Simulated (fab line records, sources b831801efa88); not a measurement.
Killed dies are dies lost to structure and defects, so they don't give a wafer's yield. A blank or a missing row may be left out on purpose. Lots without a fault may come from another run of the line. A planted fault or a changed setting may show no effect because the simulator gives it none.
Which tool did it? | flow sky130 | 12 lots, 36 wafers sampled, at 1 step of a route of 708

WHAT THE GAUGES READ, wafer by wafer
SKY_VT_ADJUST_HVTP_OVL_MEAS_08.
lot  | measured     | on         | VT_ADJUST_HVTP_OVL (nm)
L075 | day 6 14:41  | overlay-02 | 0.0 1.0 -1.0
L077 | day 7 04:26  | overlay-02 | -0.3 0.2 -1.0
L079 | day 7 15:55  | overlay-01 | -1.7 -0.5 -0.7
L081 | day 8 03:27  | overlay-02 | 0.2 -0.3 -0.1
L083 | day 8 16:24  | overlay-01 | 1.2 0.2 -1.1
L085 | day 9 04:50  | overlay-02 | -2.3 -2.2 -1.2
L087 | day 9 14:23  | overlay-01 | -3.0 -0.6 -0.4
L089 | day 10 06:41 | overlay-01 | -0.8 -0.6 -1.4
L091 | day 10 18:29 | overlay-01 | -0.5 -3.0 -2.8
L093 | day 11 03:17 | overlay-02 | -2.0 0.6 -0.3
L095 | day 11 23:22 | overlay-01 | -1.1 -1.3 -1.0
L097 | day 12 03:50 | overlay-02 | -1.7 -2.6 -0.9

WHICH TOOL RAN EACH LOT (tool, then ch and the chambers of the sampled wafers, then the start)
The record holds no process step before these readings.

THE ANSWER, worked out from the rows above alone
Rule: what is usual is taken from the lots themselves. Put in order of their means at a reading, lots are off if they are a third of the lots or fewer, leave a main group of 4 or more, and stand apart from it by a gap of 3 or more times the standard deviation of the main group's means; of several such gaps the widest counts. A main group whose means are all the same, to the digits that the tables above print for the reading, isn't used. A lot without any number at a reading at which 4 lots or more have one is off too. The other lots that the step has rows for count as sound.
No lot is off at any reading shown: from this, nothing can be told.

WHAT THE SIMULATOR HAD PUT IN
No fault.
